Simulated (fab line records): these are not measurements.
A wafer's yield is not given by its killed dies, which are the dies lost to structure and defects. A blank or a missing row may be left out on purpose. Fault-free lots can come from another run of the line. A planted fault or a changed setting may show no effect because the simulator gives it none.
fab line records	flow gf180mcu
record: lots: 13	wafers: 39	last_day: 34
route steps=602 shown LVPWELL@62 V4@494 M5@533
lots that met no fault: taken from a fault-free run of the same line
start_h: hours from the record's first day to the start of the lot's first wafer shown	wait_h: hours elapsed since this lot's preceding step	" repeats the value in the row above	L1.1+2: one row covering several wafers at once	- no value, or no start given	* or withheld: withheld	< > ~ a bound
route shown NAME@n: names a module that has steps shown in the file, with the first one's number in the route	usual: average and standard deviation across the fault-free wafers	same: alike in all rows	chamber/n: place in a boat	sites: per-site readings	_std_site: standard deviation of those values	_edge_site: outer sites' mean less inner sites'	radius_mm: how far each site lies from the wafer's centre	mask NAME#n: copy n	behind: the tool/chamber that last shaped the wafer	hold: reason for holding the lot/hours on hold/outcome of the hold	device: transistor that didn't switch, given as n, p or np	end of line: the same wafers' tests at the end of the route	a step without rows: its recipe alone	killed: not the wafer's yield, but the dies lost to structure and defects at the first sort	map: shows each die of a wafer: x if killed, . if not, _ if none is there
set.NAME: setting as actually run; set.NAME@STEP: the setting as run at that earlier step	model.NAME: the simulator's own value behind a step, which no gauge read
route steps across a sampled set of lots; one table per step, one row per wafer
services: when a tool's chamber went out of use (start_h, in hours from the record's first day, below 0 if earlier), for how many hours, and the reason
== steps ==
step: GF_LVPWELL_IMPLANT_08
recipe: species: B	energy_kev: 170	dose_cm2: 1.5e+13	tilt_deg: 0
usual: dose_ions_cm2: 1.5e+13/1.7e+10
lot.wafer	tool	chamber	start_h	wait_h	dose_ions_cm2
L921.1	implanter-03	0	74.27	0.0	1.5018e+13
L921.2	"	0	"	"	1.5004e+13
L921.3	"	0	"	"	1.4991e+13
L923.1	implanter-03	0	85.97	0.0	1.5006e+13
L923.4	"	0	"	"	1.5e+13
L923.5	"	0	"	"	1.5002e+13
L926.2	implanter-02	0	103.45	0.0	1.4981e+13
L926.3	"	0	"	"	1.501e+13
L926.5	"	0	"	"	1.4999e+13
L927.3	implanter-04	0	109.03	0.1	1.4985e+13
L927.4	"	0	"	"	1.4997e+13
L927.6	"	0	"	"	1.5006e+13
L931.1	implanter-02	0	129.67	0.0	1.5022e+13
L931.3	"	0	"	"	1.4998e+13
L931.4	"	0	"	"	1.499e+13
L932.1	implanter-02	0	136.32	0.0	1.5015e+13
L932.2	"	0	"	"	1.4983e+13
L932.4	"	0	"	"	1.4992e+13
L935.1	implanter-02	0	152.37	0.0	1.4967e+13
L935.5	"	0	"	"	1.4991e+13
L935.6	"	0	"	"	1.5e+13
L936.1	implanter-02	0	156.92	0.0	1.5576e+13
L936.3	"	0	"	"	1.5549e+13
L936.4	"	0	"	"	1.5592e+13
L937.1	implanter-04	0	165.97	0.0	1.5003e+13
L937.3	"	0	"	"	1.4997e+13
L937.4	"	0	"	"	1.5014e+13
L938.1	implanter-02	0	170.97	0.0	1.5574e+13
L938.4	"	0	"	"	1.5577e+13
L938.6	"	0	"	"	1.5554e+13
L939.4	implanter-04	0	175.70	0.1	1.4995e+13
L939.5	"	0	"	"	1.4979e+13
L939.6	"	0	"	"	1.5013e+13
L942.2	implanter-04	0	193.45	0.0	1.5009e+13
L942.5	"	0	"	"	1.5014e+13
L942.6	"	0	"	"	1.5004e+13
L943.1	implanter-04	0	198.47	0.0	1.5025e+13
L943.3	"	0	"	"	1.4997e+13
L943.4	"	0	"	"	1.5026e+13
step: GF_VT_IMPLANT_RS_MEAS_48
recipe: thk_meas_gauge: four-point-probe
usual: LVPWELL_RS: 1197.4/2.9
lot.wafer	tool	chamber	start_h	wait_h	LVPWELL_RS[ohm/sq]
L921.1	film_metro-04	-	164.44	0.1	1194.8
L921.2	"	-	"	"	1193.9
L921.3	"	-	"	"	1199.8
L923.1	film_metro-04	-	179.46	0.1	1199.4
L923.4	"	-	"	"	1199.4
L923.5	"	-	"	"	1198.5
L926.2	film_metro-01	-	198.94	0.1	1198.8
L926.3	"	-	"	"	1192.7
L926.5	"	-	"	"	1196.4
L927.3	film_metro-03	-	206.97	0.1	1197.7
L927.4	"	-	"	"	1196.2
L927.6	"	-	"	"	1194.8
L931.1	film_metro-04	-	230.52	0.1	1201.2
L931.3	"	-	"	"	1199.4
L931.4	"	-	"	"	1198.4
L932.1	film_metro-04	-	239.43	0.1	1201.7
L932.2	"	-	"	"	1199.8
L932.4	"	-	"	"	1196.3
L935.1	film_metro-04	-	258.43	0.1	1198.9
L935.5	"	-	"	"	1199.9
L935.6	"	-	"	"	1196.6
L936.1	film_metro-03	-	262.72	0.1	1176.7
L936.3	"	-	"	"	1175.8
L936.4	"	-	"	"	1177.1
L937.1	film_metro-04	-	274.37	0.1	1199.4
L937.3	"	-	"	"	1201.2
L937.4	"	-	"	"	1197.5
L938.1	film_metro-04	-	280.08	0.1	1179.6
L938.4	"	-	"	"	1176.7
L938.6	"	-	"	"	1176.1
L939.4	film_metro-03	-	285.68	0.1	1192.2
L939.5	"	-	"	"	1194.4
L939.6	"	-	"	"	1195.9
L942.2	film_metro-04	-	306.85	0.1	1198.8
L942.5	"	-	"	"	1196.3
L942.6	"	-	"	"	1199.2
L943.1	film_metro-04	-	311.42	0.1	1199.2
L943.3	"	-	"	"	1195.3
L943.4	"	-	"	"	1200.8
step: GF_V4_STRIP_18
recipe: chemistry: O2/N2	power_w: 1400	pressure_mtorr: 1500	platen_temp_c: 250	o2_flow_sccm: 3000	n2_flow_sccm: 300	overash_fraction: 0.5
usual: drypump_motor_current_A: 5.8/0.42	heater_power_w: 318/12	oes_product_au: 0.592/0.0047
lot.wafer	tool	chamber	start_h	wait_h	drypump_motor_current_A	heater_power_w	oes_product_au	rf_hours_counter_h
L921.1	plasma_asher-02	1	571.27	-	6.5	317	0.596	82
L921.2	"	0	"	"	5.7	309	0.596	82
L921.3	"	0	"	"	5.7	313	0.602	-
L923.1	plasma_asher-04	0	587.77	-	5.8	335	0.588	15
L923.4	"	1	"	"	5.9	325	0.596	-
L923.5	"	1	"	"	5.9	326	0.585	-
L926.2	plasma_asher-04	1	611.62	-	5.9	323	0.598	18
L926.3	"	1	"	"	5.9	313	0.587	-
L926.5	"	0	"	"	5.8	333	0.585	-
L927.3	plasma_asher-02	0	623.00	-	5.7	311	0.597	-
L927.4	"	1	"	"	6.5	317	0.593	-
L927.6	"	1	"	"	6.4	310	0.593	-
L931.1	plasma_asher-02	0	649.36	-	5.7	310	0.592	92
L931.3	"	0	"	"	5.8	311	0.591	-
L931.4	"	1	"	"	6.5	315	0.600	-
L932.1	plasma_asher-04	1	658.03	-	5.9	321	0.591	23
L932.2	"	0	"	"	5.8	326	0.588	23
L932.4	"	0	"	"	5.8	340	0.590	-
L935.1	plasma_asher-02	0	676.71	-	5.8	312	0.594	95
L935.5	"	0	"	"	5.7	309	0.590	-
L935.6	"	1	"	"	6.5	313	0.596	-
L936.1	plasma_asher-03	1	683.37	-	5.0	304	0.588	110
L936.3	"	0	"	"	5.5	336	0.592	-
L936.4	"	1	"	"	5.0	303	0.587	-
L937.1	plasma_asher-02	1	692.07	-	6.4	315	0.596	97
L937.3	"	1	"	"	6.4	319	0.599	-
L937.4	"	0	"	"	5.7	306	0.592	-
L938.1	plasma_asher-04	0	696.46	-	5.8	332	0.584	27
L938.4	"	1	"	"	5.9	312	0.585	-
L938.6	"	1	"	"	5.9	325	0.590	-
L939.4	plasma_asher-04	0	706.39	-	5.8	329	0.588	-
L939.5	"	1	"	"	5.9	326	0.598	-
L939.6	"	0	"	"	5.8	330	0.593	-
L943.1	plasma_asher-03	1	725.92	-	5.0	306	0.595	116
L943.3	"	1	"	"	5.0	300	0.591	-
L943.4	"	0	"	"	5.5	329	0.584	-
L942.2	plasma_asher-02	0	726.47	-	5.8	310	0.596	99
L942.5	"	0	"	"	5.7	306	0.589	-
L942.6	"	1	"	"	6.4	316	0.593	-
step: GF_V4_THK_MEAS_25
recipe: thk_meas_gauge: xrf	reads: W_of_V4_CVD_23
usual: V4_W_THK: 355/3.5
lot.wafer	tool	chamber	start_h	wait_h	V4_W_THK[nm]
L921.1	film_metro-03	-	572.24	0.1	356
L921.2	"	-	"	"	357
L921.3	"	-	"	"	354
L923.1	film_metro-03	-	588.63	0.1	353
L923.4	"	-	"	"	355
L923.5	"	-	"	"	352
L926.2	film_metro-03	-	612.50	0.1	354
L926.3	"	-	"	"	352
L926.5	"	-	"	"	354
L927.3	film_metro-04	-	623.88	0.1	346
L927.4	"	-	"	"	353
L927.6	"	-	"	"	350
L931.1	film_metro-04	-	650.23	0.1	356
L931.3	"	-	"	"	351
L931.4	"	-	"	"	352
L932.1	film_metro-01	-	658.89	0.1	358
L932.2	"	-	"	"	353
L932.4	"	-	"	"	356
L935.1	film_metro-03	-	677.58	0.1	353
L935.5	"	-	"	"	348
L935.6	"	-	"	"	347
L936.1	film_metro-04	-	684.28	0.1	351
L936.3	"	-	"	"	352
L936.4	"	-	"	"	356
L937.1	film_metro-04	-	692.95	0.1	350
L937.3	"	-	"	"	353
L937.4	"	-	"	"	354
L938.1	film_metro-04	-	697.34	0.1	351
L938.4	"	-	"	"	358
L938.6	"	-	"	"	355
L939.4	film_metro-03	-	707.68	0.1	356
L939.5	"	-	"	"	356
L939.6	"	-	"	"	356
L943.1	film_metro-01	-	727.12	0.1	355
L943.3	"	-	"	"	357
L943.4	"	-	"	"	350
L942.2	film_metro-04	-	727.35	0.1	354
L942.5	"	-	"	"	357
L942.6	"	-	"	"	356
step: GF_M5_CD_MEAS_07
recipe: target_cd_nm: 280
usual: cd_nm: 280.2/1.1
lot.wafer	tool	chamber	start_h	wait_h	cd_nm
L921.1	cd_sem-01	-	615.23	0.1	282.0
L921.2	"	-	"	"	281.6
L921.3	"	-	"	"	279.6
L923.1	cd_sem-02	-	631.28	0.1	281.4
L923.4	"	-	"	"	282.5
L923.5	"	-	"	"	281.6
L926.2	cd_sem-02	-	654.50	0.1	280.4
L926.3	"	-	"	"	281.5
L926.5	"	-	"	"	282.6
L927.3	cd_sem-01	-	664.67	0.1	278.3
L927.4	"	-	"	"	280.2
L927.6	"	-	"	"	281.3
L931.1	cd_sem-02	-	688.93	0.1	279.7
L931.3	"	-	"	"	278.3
L931.4	"	-	"	"	280.0
L932.1	cd_sem-01	-	697.53	0.1	280.4
L932.2	"	-	"	"	279.5
L932.4	"	-	"	"	280.8
L935.1	cd_sem-02	-	714.63	0.1	281.2
L935.5	"	-	"	"	282.1
L935.6	"	-	"	"	281.9
L936.1	cd_sem-01	-	721.88	0.1	280.7
L936.3	"	-	"	"	280.8
L936.4	"	-	"	"	280.5
L937.1	cd_sem-02	-	729.38	0.1	279.7
L937.3	"	-	"	"	279.3
L937.4	"	-	"	"	280.6
L938.1	cd_sem-02	-	733.83	0.1	280.2
L938.4	"	-	"	"	280.2
L938.6	"	-	"	"	279.8
L939.4	cd_sem-02	-	743.24	0.1	278.4
L939.5	"	-	"	"	278.0
L939.6	"	-	"	"	278.3
L943.1	cd_sem-02	-	761.73	0.1	278.1
L943.3	"	-	"	"	279.3
L943.4	"	-	"	"	279.5
L942.2	cd_sem-02	-	762.35	0.1	279.8
L942.5	"	-	"	"	279.2
L942.6	"	-	"	"	281.2
== services ==
tool	chamber	start_h	hours	kind
plasma_asher-02	-	129.47	6.4	repair
implanter-02	-	131.36	2.8	repair
implanter-02	-	159.54	1.8	repair
implanter-04	-	247.54	5.3	pm
implanter-02	-	270.82	16.8	repair
implanter-02	-	290.25	4.1	repair
implanter-02	-	294.93	7.6	repair
implanter-04	-	296.76	19.1	pm
plasma_asher-04	-	314.75	27.0	pm
implanter-04	-	326.38	4.4	repair
implanter-02	-	337.00	2.7	pm
implanter-02	-	401.75	26.8	pm
plasma_asher-04	-	421.25	9.0	pm
implanter-04	-	446.37	6.5	pm
implanter-02	-	456.19	2.1	repair
plasma_asher-02	-	462.13	1.7	repair
plasma_asher-04	-	501.03	2.8	pm
implanter-02	-	533.60	3.8	repair
plasma_asher-02	-	603.01	1.0	repair
implanter-02	-	666.25	4.0	repair
implanter-02	-	697.01	3.4	repair
plasma_asher-02	-	698.83	15.6	pm
plasma_asher-02	-	719.59	0.4	repair
plasma_asher-02	-	722.53	1.7	repair
== key ==
first_sign: step: GF_LVPWELL_IMPLANT_08	reading: dose_ions_cm2	direction: up	sigmas: 33	usual: 1.5e+13	struck: 1.557e+13
effect: step: GF_VT_IMPLANT_RS_MEAS_48	reading: LVPWELL_RS	direction: down	sigmas: 7.1	usual: 1197.4	struck: 1177.0
met_at GF_LVPWELL_IMPLANT_08
struck_lots L936,L938
tester_left_out L936,L938
not_acting_at GF_V4_STRIP_18,GF_V4_THK_MEAS_25,GF_M5_CD_MEAS_07
onset_between 152.37 156.92
fault: kind: process_parameter_drift	tool: implanter-02	chamber: -	onset_h: 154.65	steps: GF_LVPWELL_IMPLANT_08	channel: dose_cm2	offset: 5.6303e+11	shape: step	end_h: 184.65	acts_in: these_recipes_only	stated: 1.5e+13
tester_left_out: of these lots the tester's yield and bins aren't shown, on N5 and GAA mostly nor the transistor test; their killed dies are dies lost to structure and defects alone, not to doping, threshold or leakage, so they don't give the yield
